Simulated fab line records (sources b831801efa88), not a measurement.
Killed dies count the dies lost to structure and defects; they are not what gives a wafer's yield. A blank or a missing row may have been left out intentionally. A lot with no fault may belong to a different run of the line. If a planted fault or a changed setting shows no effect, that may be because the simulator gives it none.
One fault seen from 2 desks	flow gf180mcu	each desk holds nothing but its own numbers, with what lay behind them at the end

## DESK OF THE TOOL OWNER: wet_bench-03
The tool's own readings at GF_STI_WET_ETCH_26 (etches SiO2 in dHF, target depth 94 nm, time 188 s): means of the sampled wafers that have a number, for each lot that ran on this tool. The brackets show how far a lot's mean lies from the usual mean; more than 4 standard deviations puts the lot out of limits, marked OUT.
Columns: A = run_length_s at GF_STI_WET_ETCH_26, usual 214.3 s
lot	first seen here	A
L949	day 2 10:24	212.2
L951	day 2 18:54	212.9
L952	day 3 00:40	213.0
L956	day 3 21:38	213.8
L959	day 4 13:50	212.5
L961	day 4 23:36	213.0
L962	day 5 03:32	100.6 (-44) OUT
L963	day 5 09:53	100.5 (-44) OUT
This desk's verdict: out of limits on L962, L963, starting with L962 at day 5 03:32 (run_length_s at GF_STI_WET_ETCH_26). L949, L951, L952, L956, L959, L961: within limits.

## AT THE METROLOGY DESK
What the gauges read for every lot (on any tool): the sampled wafers with a number, averaged. The brackets show how far a lot's mean lies from the usual mean; more than 4 standard deviations puts the lot out of limits, marked OUT.
Columns: A = cd_nm at GF_PSD_CD_MEAS_07, usual 400.2 nm; B = SAB_OVL at GF_SAB_OVL_MEAS_10, usual 0.1 nm; C = CONTACT_CVD_00_THK at GF_CONTACT_THK_MEAS_01, usual 301 nm
lot	first seen here	A	B	C
L949	day 14 11:41	402.7	0.5	304
L951	day 15 06:51	395.5	-1.3	300
L952	day 15 10:32	398.5	1.2	299
L953	day 15 23:19	398.4	0.4	305
L955	day 16 12:59	400.7	2.8	303
L956	day 17 00:38	399.6	-0.6	298
L957	day 17 07:58	401.1	-1.2	298
L958	day 17 17:38	398.3	0.7	301
L959	day 18 04:12	400.7	1.2	306
L961	day 18 22:15	402.2	-1.1	299
L962	day 19 03:01	395.1	-0.1	300
L963	day 19 07:53	402.2	1.6	298
L964	day 20 00:47	401.2	1.0	303
L965	day 20 04:26	401.4	-2.2	306
This desk found nothing out of limits on any of the 14 lots.

## ALL TOGETHER
The tool owner's desk could have raised an alarm at day 5 03:32, on L962, L963.
Metrology desk: nothing out of limits seen.
The metrology desk has L962, L963 on record, within its limits.
GF_STI_WET_ETCH_26 was run on wet_bench-03 by each of the lots named.

## WHAT THE SIMULATOR PUT IN
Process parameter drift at GF_STI_WET_ETCH_26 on wet_bench-03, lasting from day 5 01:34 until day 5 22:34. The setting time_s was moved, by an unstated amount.
Struck lots among those shown: L962, L963.
How many hours passed from the start of the fault until each desk's first out-of-limits reading: the tool owner's desk, 2.
